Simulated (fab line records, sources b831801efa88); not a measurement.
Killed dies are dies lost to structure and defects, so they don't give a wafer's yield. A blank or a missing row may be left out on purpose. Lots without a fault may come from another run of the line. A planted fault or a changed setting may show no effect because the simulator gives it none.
fab line records | flow sky130
record lots=6 wafers=18 last_day=50
route steps=708 shown SONOS_ONO@186 GATE_OXIDE@187 PAD_OPEN@708
lots that met no fault: from a run of the same line without faults
start_h: hours from the record's first day to the start of the lot's first wafer shown | wait_h: hours since the lot's step before | " the same as in the row above | L1.1+2: a row that stands for several wafers | - no value, or no start given | * or withheld: withheld | < > ~ a bound
route shown NAME@n: a module of which the file shows steps, and the number in the route of the first | usual: mean/standard deviation of fault-free wafers | same: alike in all rows | chamber/n: place in a boat | sites: the reading at each site | _std_site: their standard deviation | _edge_site: outer sites' mean less inner sites' | radius_mm: how far each site lies from the wafer's centre | mask NAME#n: copy n | behind: the tool/chamber that last shaped the wafer | hold: why the lot was held/for how many hours/how that ended | device: the transistor (n, p or np) that didn't switch | end of line: the same wafers' tests at the end of the route | a step without rows: its recipe alone | killed: dies lost to structure and defects at the first sort, not the wafer's yield | map: a wafer's dies, x killed, . not, _ none there
set.NAME: the setting as run; set.NAME@STEP: as run at that earlier step | model.NAME: the simulator's own value behind a step, which no gauge read
lots at some steps of the route; a table a step, a row a wafer
services: from which hour (start_h, from the record's first day; less than 0 if before it) a tool's chamber was out of use, for how many hours, and why
## steps
# step SKY_SONOS_ONO_WET_ETCH_18
# recipe chemistry=H3PO4 target_depth_nm=15 target=Si3N4 temp_c=160 time_s=172
# step SKY_GATE_OXIDE_CLEAN_00
# recipe chemistry=SC1/SC2 mix=1:4:20 temp_c=70 time_s=150 dry=n2_spin
# step SKY_GATE_OXIDE_OXIDATION_01
# recipe temp_c=900 ambient=O2 stabilise_s=600 purge_s=300 target_thk_a=102.68 ox_time_s=1473
# step SKY_GATE_OXIDE_THK_MEAS_02
# recipe reads=SiO2_of_GATE_OXIDE_OXIDATION_01
# usual GATE_OXIDE_OXIDATION_00_THK=10.24/0.18
# columns lot.wafer tool chamber start_h wait_h GATE_OXIDE_OXIDATION_00_THK[nm]
L586.1 film_metro-04 - 302.47 0.0 10.09
L586.2 " - " " 10.23
L586.3 " - " " 10.05
L591.4 film_metro-03 - 344.41 0.0 10.35
L591.5 " - " " 10.31
L591.6 " - " " 10.16
L593.2 film_metro-01 - 368.42 0.0 10.32
L593.4 " - " " 10.39
L593.6 " - " " 10.48
L601.1 film_metro-01 - 422.68 0.0 10.05
L601.4 " - " " 10.17
L601.5 " - " " 10.12
L602.1 film_metro-03 - 434.04 0.0 10.30
L602.2 " - " " 10.30
L602.3 " - " " 10.21
L605.1 film_metro-01 - 462.36 0.0 10.21
L605.2 " - " " 9.99
L605.5 " - " " 10.15
# step SKY_GATE_OXIDE_DEHYDRATE_03
# recipe temp_c=200 time_s=60
# step SKY_GATE_OXIDE_HMDS_04
# recipe prime_time_s=60 prime_temp_c=120
# step SKY_GATE_OXIDE_COAT_05
# recipe resist=NOVOLAK spin_rpm=3000 resist_thk_nm=1140
# step SKY_GATE_OXIDE_SOFTBAKE_06
# recipe temp_c=90 time_s=60 resist=NOVOLAK
# step SKY_GATE_OXIDE_EXPOSE_07
# recipe mask_id=LVOM na=0.6 source_shape=conventional sigma_outer=0.6 polarization=unpolarized target_cd_nm=600 dose_mj=170
# step SKY_GATE_OXIDE_PEB_08
# recipe temp_c=withheld time_s=* resist=NOVOLAK
# step SKY_GATE_OXIDE_DEVELOP_09
# recipe resist=NOVOLAK developer=TMAH develop_time_s=60 dev_temp_c=23
# step SKY_GATE_OXIDE_OVL_MEAS_10
# usual GATE_OXIDE_OVL=-0.2/1.2
# columns lot.wafer tool chamber start_h wait_h GATE_OXIDE_OVL[nm]
L586.1 overlay-02 - 327.61 0.1 0.2
L586.2 " - " " -0.9
L586.3 " - " " 1.1
L591.4 overlay-01 - 373.00 0.1 -0.4
L591.5 " - " " 1.5
L591.6 " - " " -0.2
L593.2 overlay-02 - 396.66 0.1 0.9
L593.4 " - " " 0.7
L593.6 " - " " 0.4
L601.1 overlay-01 - 454.13 0.1 -1.5
L601.4 " - " " -0.1
L601.5 " - " " -0.9
L602.1 overlay-02 - 464.43 0.1 1.7
L602.2 " - " " -0.5
L602.3 " - " " 0.8
L605.1 overlay-02 - 493.08 0.1 1.8
L605.2 " - " " 1.4
L605.5 " - " " 1.0
# step SKY_GATE_OXIDE_IMPLANT_11
# recipe species=B energy_kev=10 dose_cm2=2.6e+12 tilt_deg=withheld
# usual beam_energy_keV=10.000/0.0031
# columns lot.wafer tool chamber start_h wait_h beam_energy_keV model.implant.rp_nm model.implant.drp_nm
L586.1 implanter-02 0 327.64 0.0 10.000 32.11 17.11
L586.2 " 0 " " 10.002 32.11 17.11
L586.3 " 0 " " 9.999 32.11 17.11
L591.4 implanter-04 0 373.09 0.1 11.497 37.34 18.89
L591.5 " 0 " " 11.487 37.34 18.89
L591.6 " 0 " " 11.498 37.34 18.89
L593.2 implanter-04 0 396.72 0.0 11.497 37.9 18.89
L593.4 " 0 " " 11.493 37.9 18.89
L593.6 " 0 " " 11.492 37.9 18.89
L601.1 implanter-04 0 454.17 0.0 9.998 32.76 17.11
L601.4 " 0 " " 10.002 32.76 17.11
L601.5 " 0 " " 9.998 32.76 17.11
L602.1 implanter-04 0 464.47 0.0 10.001 33.09 17.11
L602.2 " 0 " " 10.006 33.09 17.11
L602.3 " 0 " " 10.003 33.09 17.11
L605.1 implanter-02 0 493.12 0.0 10.000 32.96 17.11
L605.2 " 0 " " 10.000 32.96 17.11
L605.5 " 0 " " 9.998 32.96 17.11
# step SKY_GATE_OXIDE_WET_ETCH_12
# recipe chemistry=dHF target_depth_nm=16.8 dry=n2_spin target=SiO2 dilution=100:1 temp_c=25 time_s=336
# step SKY_GATE_OXIDE_STRIP_13
# recipe chemistry=O2/N2 power_w=1400 pressure_mtorr=1500 platen_temp_c=withheld o2_flow_sccm=3000 n2_flow_sccm=300 overash_fraction=0.5
# usual drypump_motor_current_A=5.9/0.58 oes_product_au=0.715/0.0046 strip_time_to_endpoint_s=14.18/0.038
# columns lot.wafer tool chamber start_h wait_h drypump_motor_current_A oes_product_au rf_hours_counter_h strip_time_to_endpoint_s
L586.1 plasma_asher-02 1 327.91 0.0 5.1 0.715 51 14.19
L586.2 " 0 " " 5.3 0.708 51 14.17
L586.3 " 1 " " 5.1 0.711 - 14.20
L591.4 plasma_asher-04 0 373.30 0.0 5.7 0.710 - 14.18
L591.5 " 1 " " 6.1 0.714 - 14.21
L591.6 " 0 " " 5.7 0.726 - 14.20
L593.2 plasma_asher-01 0 396.94 0.0 6.8 0.716 29 14.21
L593.4 " 0 " " 6.7 0.712 - 14.22
L593.6 " 0 " " 6.7 0.720 - 14.19
L601.1 plasma_asher-01 0 454.42 0.0 6.8 0.711 35 14.13
L601.4 " 1 " " 5.8 0.718 - 14.16
L601.5 " 1 " " 5.8 0.706 - 14.17
L602.1 plasma_asher-01 1 464.72 0.0 5.8 0.708 35 14.25
L602.2 " 0 " " 6.7 0.713 35 14.25
L602.3 " 1 " " 5.8 0.712 - 14.25
L605.1 plasma_asher-04 1 493.38 0.0 6.1 0.716 75 14.14
L605.2 " 0 " " 5.7 0.722 75 14.17
L605.5 " 0 " " 5.7 0.708 - 14.19
# step SKY_GATE_OXIDE_TW_MEAS_14
# usual GATE_OXIDE_TW=222.0/0.96
# columns lot.wafer tool chamber start_h wait_h GATE_OXIDE_TW
L586.1 film_metro-01 - 328.06 0.1 221.2
L586.2 " - " " 221.1
L586.3 " - " " 220.6
L591.4 film_metro-01 - 373.40 0.1 230.7
L591.5 " - " " 229.5
L591.6 " - " " 229.5
L593.2 film_metro-03 - 397.05 0.1 228.2
L593.4 " - " " 228.6
L593.6 " - " " 228.5
L601.1 film_metro-01 - 454.52 0.1 222.4
L601.4 " - " " 222.9
L601.5 " - " " 221.5
L602.1 film_metro-04 - 464.82 0.1 223.3
L602.2 " - " " 221.4
L602.3 " - " " 221.6
L605.1 film_metro-03 - 493.48 0.1 225.1
L605.2 " - " " 223.4
L605.5 " - " " 224.0
# step SKY_GATE_OXIDE_CLEAN_15
# recipe chemistry=SC1/SC2 mix=1:4:20 temp_c=70 time_s=150 dry=n2_spin
# step SKY_PAD_OPEN_PROBE_99
# usual killed_at_M0_to_M3=44/7.2 killed_at_M4_up=2.9/1.8 killed_at_contacts=24/5.6 killed_at_front_end=15/4.2 killed_at_other=0.4/0.71 killed_dies=86/9.2 killed_open=47/7.2 killed_short=39/5.7
# same gross_dies=492 killed_at_back_side=0
# columns lot.wafer tool chamber start_h wait_h killed_at_M0_to_M3 killed_at_M4_up killed_at_contacts killed_at_front_end killed_at_other killed_dies killed_open killed_short model.etest.pfet_01v8_lvt.off_log10_a_um model.etest.pfet_01v8_lvt.vt_sat_v model.etest.pfet_01v8_lvt.vt_v model.etest.pfet_01v8_lvt.vt_long_v model.etest.pfet_01v8_hvt.vt_long_v model.etest.pfet_01v8_hvt.vt_v model.etest.nfet_01v8_lvt.vt_long_v model.etest.nfet_01v8.vt_long_v
L586.1 prober-02 - 1088.58 0.1 45 2 18 16 1 82 42 40 -9.015 -0.4452 -0.537 -0.657 -1.125 -0.9035 0.4472 0.5516
L586.2 prober-02 - 1088.63 0.1 46 2 18 13 2 81 39 42 -9.002 -0.4481 -0.5382 -0.6596 -1.129 -0.901 0.4515 0.5561
L586.3 prober-02 - 1088.68 0.2 53 1 14 16 1 85 34 51 -8.823 -0.4452 -0.5373 -0.6592 -1.123 -0.8981 0.4487 0.5516
L591.4 prober-01 - 1125.12 0.2 44 3 25 19 1 92 55 37 -8.343 -0.436 -0.5306 -0.6496 -1.129 -0.9141 0.4284 0.5304
L591.5 prober-01 - 1125.17 0.2 60 3 25 15 3 106 58 46 -8.553 -0.4349 -0.53 -0.6463 -1.13 -0.9058 0.4389 0.5429
L591.6 prober-01 - 1125.22 0.2 47 6 19 13 0 85 48 37 -8.474 -0.4383 -0.533 -0.6507 -1.13 -0.91 0.4287 0.5351
L593.2 prober-01 - 1139.02 0.1 34 7 29 16 0 86 46 40 -8.172 -0.4118 -0.5138 -0.6398 -1.135 -0.9096 0.4286 0.5299
L593.4 prober-01 - 1139.12 0.2 42 0 26 13 0 81 53 27 -8.377 -0.4105 -0.5122 -0.6371 -1.133 -0.9054 0.4289 0.5333
L593.6 prober-01 - 1139.22 0.2 54 4 29 15 0 102 53 48 -8.384 -0.4163 -0.5153 -0.6387 -1.133 -0.9073 0.4248 0.5259
L601.1 prober-01 - 1174.28 0.1 37 3 18 18 0 76 43 33 -9.037 -0.4572 -0.5454 -0.6632 -1.097 -0.8663 0.4434 0.5437
L601.4 prober-01 - 1174.43 0.2 41 4 17 11 0 73 49 24 -8.858 -0.4581 -0.5458 -0.6615 -1.097 -0.8751 0.4415 0.5422
L601.5 prober-01 - 1174.48 0.2 38 2 26 7 0 73 36 37 -9.064 -0.4599 -0.5452 -0.6622 -1.097 -0.8761 0.436 0.5356
L602.1 prober-02 - 1179.48 0.1 51 2 31 12 0 96 56 39 -8.75 -0.4378 -0.5358 -0.6541 -1.109 -0.8814 0.4428 0.5448
L602.2 prober-02 - 1179.53 0.1 64 6 16 13 0 99 56 43 -8.819 -0.4422 -0.5352 -0.6523 -1.112 -0.8843 0.4439 0.5448
L602.3 prober-02 - 1179.58 0.2 52 0 35 11 0 98 51 47 -8.821 -0.4422 -0.537 -0.6548 -1.11 -0.8828 0.443 0.5457
L605.1 prober-01 - 1197.13 0.1 32 2 26 14 0 74 35 38 -8.916 -0.4397 -0.5339 -0.6545 -1.109 -0.8809 0.4277 0.5295
L605.2 prober-01 - 1197.18 0.1 40 3 15 15 1 74 35 39 -8.921 -0.4421 -0.5321 -0.6527 -1.103 -0.8922 0.4235 0.5246
L605.5 prober-01 - 1197.33 0.2 29 0 27 11 0 67 36 30 -8.824 -0.4455 -0.5369 -0.6539 -1.105 -0.8865 0.4265 0.5265
# killed by level:class
L586.1 VIA3:geometric_particle:open=12 VIA1:geometric_particle:open=7 VIA1:geometric_particle:short=6 FIELD_ISO:geometric_particle:short=5 LOCAL_INTERCONNECT:geometric_particle:short=5 METAL1:geometric_particle:short=5 POLY_GATE:geometric_particle:open=4 LI_CONTACT:geometric_particle:open=4
L586.2 VIA3:geometric_particle:open=9 LOCAL_INTERCONNECT:geometric_particle:short=6 METAL1:geometric_particle:short=6 VIA1:geometric_particle:short=6 VIA1:geometric_particle:open=6 METAL2:geometric_particle:short=6 CONTACT:geometric_particle:open=5 VIA2:geometric_particle:open=5
L586.3 VIA1:geometric_particle:open=9 VIA1:geometric_particle:short=9 METAL2:geometric_particle:short=8 POLY_GATE:geometric_particle:short=7 VIA3:geometric_particle:open=7 CONTACT:geometric_particle:short=6 METAL1:geometric_particle:short=6 VIA2:geometric_particle:open=5
L591.4 CONTACT:geometric_particle:open=13 LI_CONTACT:geometric_particle:open=8 VIA1:geometric_particle:open=8 METAL2:geometric_particle:short=8 VIA1:geometric_particle:short=7 VIA2:geometric_particle:open=5 VIA3:geometric_particle:open=5 FIELD_ISO:geometric_particle:open=4
L591.5 VIA3:geometric_particle:open=11 VIA2:geometric_particle:open=11 CONTACT:geometric_particle:open=8 VIA1:geometric_particle:open=6 METAL2:geometric_particle:short=6 POLY_GATE:geometric_particle:open=5 LI_CONTACT:geometric_particle:open=5 LOCAL_INTERCONNECT:geometric_particle:short=5
L591.6 VIA1:geometric_particle:open=11 VIA2:geometric_particle:open=9 FIELD_ISO:geometric_particle:short=7 CONTACT:geometric_particle:open=6 METAL1:geometric_particle:short=6 METAL2:geometric_particle:short=5 FIELD_ISO:geometric_particle:open=4 LI_CONTACT:geometric_particle:open=4
L593.2 CONTACT:geometric_particle:open=15 VIA1:geometric_particle:open=8 FIELD_ISO:geometric_particle:short=5 LI_CONTACT:geometric_particle:open=5 METAL2:geometric_particle:short=5 METAL4:geometric_particle:short=5 FIELD_ISO:geometric_particle:open=4 POLY_GATE:geometric_particle:open=4
L593.4 VIA1:geometric_particle:open=15 CONTACT:geometric_particle:open=10 VIA3:geometric_particle:open=8 LI_CONTACT:geometric_particle:open=7 CONTACT:geometric_particle:short=5 VIA2:geometric_particle:open=4 FIELD_ISO:geometric_particle:short=3 FIELD_ISO:geometric_particle:open=3
L593.6 VIA3:geometric_particle:open=11 VIA1:geometric_particle:open=10 VIA2:geometric_particle:open=9 LI_CONTACT:geometric_particle:open=8 CONTACT:geometric_particle:open=7 CONTACT:geometric_particle:short=7 VIA1:geometric_particle:short=7 POLY_GATE:geometric_particle:short=4
L601.1 VIA1:geometric_particle:open=8 CONTACT:geometric_particle:open=7 VIA3:geometric_particle:open=7 FIELD_ISO:geometric_particle:open=6 FIELD_ISO:geometric_particle:short=6 VIA1:geometric_particle:short=6 LI_CONTACT:geometric_particle:open=5 POLY_GATE:geometric_particle:short=4
L601.4 VIA1:geometric_particle:open=14 CONTACT:geometric_particle:open=10 VIA3:geometric_particle:open=9 FIELD_ISO:geometric_particle:open=3 METAL1:geometric_particle:short=3 VIA1:geometric_particle:short=3 METAL2:geometric_particle:short=3 VIA2:geometric_particle:open=3
L601.5 VIA1:geometric_particle:open=8 CONTACT:geometric_particle:open=7 METAL2:geometric_particle:short=7 VIA3:geometric_particle:open=7 CONTACT:geometric_particle:short=6 LI_CONTACT:geometric_particle:open=5 LOCAL_INTERCONNECT:geometric_particle:short=5 LI_CONTACT:geometric_particle:short=3
L602.1 CONTACT:geometric_particle:open=16 VIA1:geometric_particle:open=11 VIA3:geometric_particle:open=8 VIA2:geometric_particle:open=8 METAL1:geometric_particle:short=7 CONTACT:geometric_particle:short=5 LI_CONTACT:geometric_particle:short=5 LI_CONTACT:geometric_particle:open=5
L602.2 VIA1:geometric_particle:open=16 VIA2:geometric_particle:open=10 METAL1:geometric_particle:short=8 VIA3:geometric_particle:open=8 CONTACT:geometric_particle:open=6 METAL2:geometric_particle:short=5 LI_CONTACT:geometric_particle:open=4 VIA1:geometric_particle:short=4
L602.3 CONTACT:geometric_particle:open=11 VIA3:geometric_particle:open=10 CONTACT:geometric_particle:short=9 VIA2:geometric_particle:open=9 LI_CONTACT:geometric_particle:open=7 METAL1:geometric_particle:short=7 VIA1:geometric_particle:open=7 POLY_GATE:geometric_particle:short=6
L605.1 CONTACT:geometric_particle:open=11 VIA2:geometric_particle:open=8 CONTACT:geometric_particle:short=5 METAL1:geometric_particle:short=5 METAL2:geometric_particle:short=4 LI_CONTACT:geometric_particle:short=4 LI_CONTACT:geometric_particle:open=4 VIA3:geometric_particle:open=4
L605.2 VIA1:geometric_particle:open=7 FIELD_ISO:geometric_particle:short=5 METAL2:geometric_particle:short=5 CONTACT:geometric_particle:short=5 VIA3:geometric_particle:open=5 VIA1:geometric_particle:short=5 FIELD_ISO:geometric_particle:open=4 POLY_GATE:geometric_particle:open=4
L605.5 LI_CONTACT:geometric_particle:open=8 CONTACT:geometric_particle:open=6 VIA2:geometric_particle:open=5 LOCAL_INTERCONNECT:geometric_particle:short=5 VIA3:geometric_particle:open=5 CONTACT:geometric_particle:short=4 METAL1:geometric_particle:short=4 VIA1:geometric_particle:short=4
## services
# columns tool chamber start_h hours kind
plasma_asher-01 - 309.62 1.1 repair
implanter-04 - 349.46 3.4 repair
plasma_asher-04 - 383.45 2.8 pm
implanter-04 - 400.43 3.6 repair
plasma_asher-01 - 409.16 1.8 repair
implanter-02 - 452.46 1.7 repair
implanter-02 - 469.14 3.4 repair
implanter-04 - 471.98 1.1 repair
## key
first_sign step=SKY_GATE_OXIDE_IMPLANT_11 reading=beam_energy_keV direction=up sigmas=99+ usual=* struck=*
effect step=SKY_GATE_OXIDE_TW_MEAS_14 reading=GATE_OXIDE_TW direction=up sigmas=7.5 usual=222.0 struck=229.2
model_effect step=SKY_GATE_OXIDE_IMPLANT_11 value=implant.rp_nm without=32.79 struck=37.62
model_effect step=SKY_PAD_OPEN_PROBE_99 value=etest.pfet_01v8_lvt.off_log10_a_um without=-9.042 struck=-8.384
met_at SKY_GATE_OXIDE_IMPLANT_11
struck_wafers L591.4,L591.5,L591.6,L593.2,L593.4,L593.6
tester_left_out L591,L593
fault kind=process_parameter_drift tool=implanter-04 chamber=- onset_h=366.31 steps=SKY_GATE_OXIDE_IMPLANT_11 channel=energy_kev offset=* shape=step end_h=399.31 acts_in=* stated=*
# tester_left_out: of these lots the tester's yield and bins aren't shown, on N5 and GAA mostly nor the transistor test; their killed dies are dies lost to structure and defects alone, not to doping, threshold or leakage, so they don't give the yield
